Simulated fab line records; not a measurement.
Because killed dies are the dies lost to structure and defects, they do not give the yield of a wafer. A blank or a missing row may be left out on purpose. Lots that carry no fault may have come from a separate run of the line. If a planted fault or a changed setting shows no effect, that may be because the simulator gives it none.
Which tool is to blame?	flow sfq line	Sampling: 14 lots, 41 wafers, 3 of 325 route steps

== WHAT THE GAUGES READ, wafer by wafer ==
SFQ_I6_BOW_MEAS_941.
lot	measured	on	I6_BOW (um)
L501	day 64 16:05	film metro-01	3 9 -6
L502	day 65 07:40	film metro-03	2 8 12
L503	day 65 23:16	film metro-04	5 -7 -8
L504	day 66 10:05	film metro-01	-3 -3 0
L506	day 66 19:41	film metro-04	-16 -6 0
L513	day 69 18:17	film metro-03	-4 -11 -1
L514	day 70 07:59	film metro-03	31 22 2
L515	day 70 11:21	film metro-04	30 24
L516	day 70 17:22	film metro-01	15 23 20
L518	day 72 00:17	film metro-03	15 5 18
L519	day 72 10:53	film metro-01	-3 27 13
L521	day 73 18:43	film metro-04	-5 -4 -2
L522	day 73 20:19	film metro-03	12 13 12
L524	day 74 04:38	film metro-03	29 23 16

SFQ_M7_RS_MEAS_943: a four-point-probe measurement.
lot	measured	on	M7_NB_RS (ohm/sq)
L501	day 69 17:41	film metro-01	0.899 0.885 0.895
L502	day 70 06:52	film metro-04	0.875 0.889 0.884
L503	day 70 19:00	film metro-04	0.873 0.878 0.881
L504	day 71 03:25	film metro-02	0.886 0.882 0.880
L506	day 71 09:38	film metro-01	0.897 0.897 0.896
L513	day 73 16:15	film metro-02	0.896 0.889 0.885
L514	day 74 03:14	film metro-02	0.883 0.877 0.886
L515	day 74 06:39	film metro-04	1.023 1.034
L516	day 74 11:28	film metro-01	1.026 1.024 1.008
L518	day 75 23:01	film metro-04	0.896 0.888 0.890
L519	day 76 08:39	film metro-02	0.890 0.895 0.900
L521	day 77 17:05	film metro-01	0.888 0.883 0.893
L522	day 77 19:31	film metro-02	0.891 0.891 0.893
L524	day 78 02:43	film metro-01	0.889 0.892 0.899

== WHAT TOOL EACH LOT RAN ON (gives the tool, then ch and the chambers of the sampled wafers, and finally the start) ==
lot	SFQ_TRILAYER_M7_DEP_SPUTTER_175
L501	pvd sputter-05, day 69 17:35
L502	pvd sputter-04, day 70 06:47
L503	pvd sputter-05, day 70 18:55
L504	pvd sputter-04, day 71 03:19
L506	pvd sputter-04, day 71 09:31
L513	pvd sputter-04, day 73 16:08
L514	pvd sputter-04, day 74 03:09
L515	pvd sputter-06, day 74 06:32
L516	pvd sputter-06, day 74 11:20
L518	pvd sputter-05, day 75 22:54
L519	pvd sputter-04, day 76 08:31
L521	pvd sputter-04, day 77 17:00
L522	pvd sputter-05, day 77 19:24
L524	pvd sputter-05, day 78 02:37
- SFQ_TRILAYER_M7_DEP_SPUTTER_175: material Nb, target thk 200 nm, time 133.3 s.

== AS READ BY THE TOOLS THEMSELVES (means over the sampled wafers that have a number; for cases with no such wafer, the mark the record gives instead) ==
SFQ_TRILAYER_M7_DEP_SPUTTER_175.
lot	tool	throttle valve pct (%)
L501	pvd sputter-05	30.5
L502	pvd sputter-04	31.5
L503	pvd sputter-05	30.5
L504	pvd sputter-04	31.2
L506	pvd sputter-04	30.1
L513	pvd sputter-04	31.1
L514	pvd sputter-04	31.4
L515	pvd sputter-06	30.3
L516	pvd sputter-06	31.0
L518	pvd sputter-05	29.8
L519	pvd sputter-04	30.4
L521	pvd sputter-04	31.2
L522	pvd sputter-05	30.4
L524	pvd sputter-05	30.4

== THE ANSWER, worked out from the rows above alone ==
Rule: the lots themselves supply what counts as usual. Put in order of their means at a reading, lots are off if they are a third of the lots or fewer, leave a main group of 4 or more, and stand apart from it by a gap of 3 or more times the standard deviation of the main group's means; of several such gaps the widest counts. Not used: any main group whose means are identical at the precision the tables above print for the reading. A lot without any number at a reading at which 4 lots or more have one is off too. The other lots that the step has rows for count as sound. First the gauges in route order, then the tools' own readings, where a lot's mean is used as printed above. The first step at which some lot is off is used, and at that step the reading that is off furthest; a lot without a number counts as furthest.
Off: at SFQ_M7_RS_MEAS_943 (M7_NB_RS), L515, L516. For the main group the mean is 0.889 ohm/sq and the standard deviation 0.0058.
A tool fits if, at a process step before that reading, it ran every lot that is off, and no sound lot after the first of them. Those tools and the gauges at SFQ_M7_RS_MEAS_943 are tried in the same way. One candidate fits, namely pvd sputter-06 at SFQ_TRILAYER_M7_DEP_SPUTTER_175. It ran no sound lot before its first lot that is off in this sample, so the start can't be narrowed down.

== WHAT HAD BEEN PUT IN BY THE SIMULATOR ==
Site profile drift: pvd sputter-06, from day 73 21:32 on, at SFQ_TRILAYER_M7_DEP_SPUTTER_175. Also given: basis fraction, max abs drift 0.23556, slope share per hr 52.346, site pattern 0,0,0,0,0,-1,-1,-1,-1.
Shown lots that were struck: L515, L516. The rule given above showed the same thing.
